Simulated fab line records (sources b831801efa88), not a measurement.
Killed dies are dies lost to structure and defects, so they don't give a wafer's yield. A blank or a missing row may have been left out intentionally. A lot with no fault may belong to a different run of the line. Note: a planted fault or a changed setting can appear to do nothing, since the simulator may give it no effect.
Which tool was responsible? || flow gf180mcu || 18 wafers from 6 lots sampled at 4 of the route's 602 steps

## WHAT EACH GAUGE READ, for each wafer
GF_M3_RS_MEAS_05: measurement is done with a four-point probe.
{"lot": "L963", "measured": "day 21 02:38", "on": "filmMetro-02", "M3_ALCU_RS (ohm/sq)": "0.0685 0.0694 0.0705"}
{"lot": "L967", "measured": "day 22 11:35", "on": "filmMetro-03", "M3_ALCU_RS (ohm/sq)": "0.0697 0.0703 0.0694"}
{"lot": "L969", "measured": "day 23 10:40", "on": "filmMetro-03", "M3_ALCU_RS (ohm/sq)": "0.0689 0.0692 0.0694"}
{"lot": "L971", "measured": "day 24 05:04", "on": "filmMetro-01", "M3_ALCU_RS (ohm/sq)": "0.0699 0.0708 0.0696"}
{"lot": "L976", "measured": "day 25 15:42", "on": "filmMetro-03", "M3_ALCU_RS (ohm/sq)": "0.0703 0.0690 0.0687"}
{"lot": "L981", "measured": "day 27 02:55", "on": "filmMetro-02", "M3_ALCU_RS (ohm/sq)": "0.0690 0.0695 0.0686"}

## TOOL THAT RAN EACH LOT (tool first, then ch and the chambers of the sampled wafers, then the start)
{"lot": "L963", "GF_V2_CVD_23": "cvdW-02 ch 0,1, day 21 01:48", "GF_M3_SPUTTER_00": "pvdSputter-01, day 21 02:24", "GF_M3_SPUTTER_01": "pvdSputter-01, day 21 02:30"}
{"lot": "L967", "GF_V2_CVD_23": "cvdW-02 ch 0,1, day 22 10:45", "GF_M3_SPUTTER_00": "pvdSputter-01, day 22 11:21", "GF_M3_SPUTTER_01": "pvdSputter-01, day 22 11:27"}
{"lot": "L969", "GF_V2_CVD_23": "cvdW-01 ch 0,1, day 23 09:50", "GF_M3_SPUTTER_00": "pvdSputter-02, day 23 10:26", "GF_M3_SPUTTER_01": "pvdSputter-02, day 23 10:32"}
{"lot": "L971", "GF_V2_CVD_23": "cvdW-01 ch 0,1, day 24 04:14", "GF_M3_SPUTTER_00": "pvdSputter-03, day 24 04:48", "GF_M3_SPUTTER_01": "pvdSputter-03, day 24 04:54"}
{"lot": "L976", "GF_V2_CVD_23": "cvdW-02 ch 0,1, day 25 14:53", "GF_M3_SPUTTER_00": "pvdSputter-02, day 25 15:29", "GF_M3_SPUTTER_01": "pvdSputter-02, day 25 15:35"}
{"lot": "L981", "GF_V2_CVD_23": "cvdW-02 ch 0,1, day 27 02:06", "GF_M3_SPUTTER_00": "pvdSputter-02, day 27 02:41", "GF_M3_SPUTTER_01": "pvdSputter-02, day 27 02:47"}
- GF_V2_CVD_23: deposits W, target thk 350 nm, time 104.94 s.
- GF_M3_SPUTTER_00: material Ti, target thk 37.5 nm, time 150 s.
- GF_M3_SPUTTER_01: material TiN, target thk 30 nm, time 25 s.

## THE ANSWER, worked out from the rows above alone
Rule: the usual values come from the lots themselves. Put in order of their means at a reading, lots are off if they are a third of the lots or fewer, leave a main group of 4 or more, and stand apart from it by a gap of 3 or more times the standard deviation of the main group's means; of several such gaps the widest counts. If all means in a main group match to the digits the tables above print for the reading, that group is not used. Also off: a lot with no number at a reading for which 4 or more lots have one. Any other lot the step has rows for is counted as sound.
No lot is off on any of the readings shown, so nothing can be concluded from this.

## WHAT THE SIMULATOR HAD PUT IN
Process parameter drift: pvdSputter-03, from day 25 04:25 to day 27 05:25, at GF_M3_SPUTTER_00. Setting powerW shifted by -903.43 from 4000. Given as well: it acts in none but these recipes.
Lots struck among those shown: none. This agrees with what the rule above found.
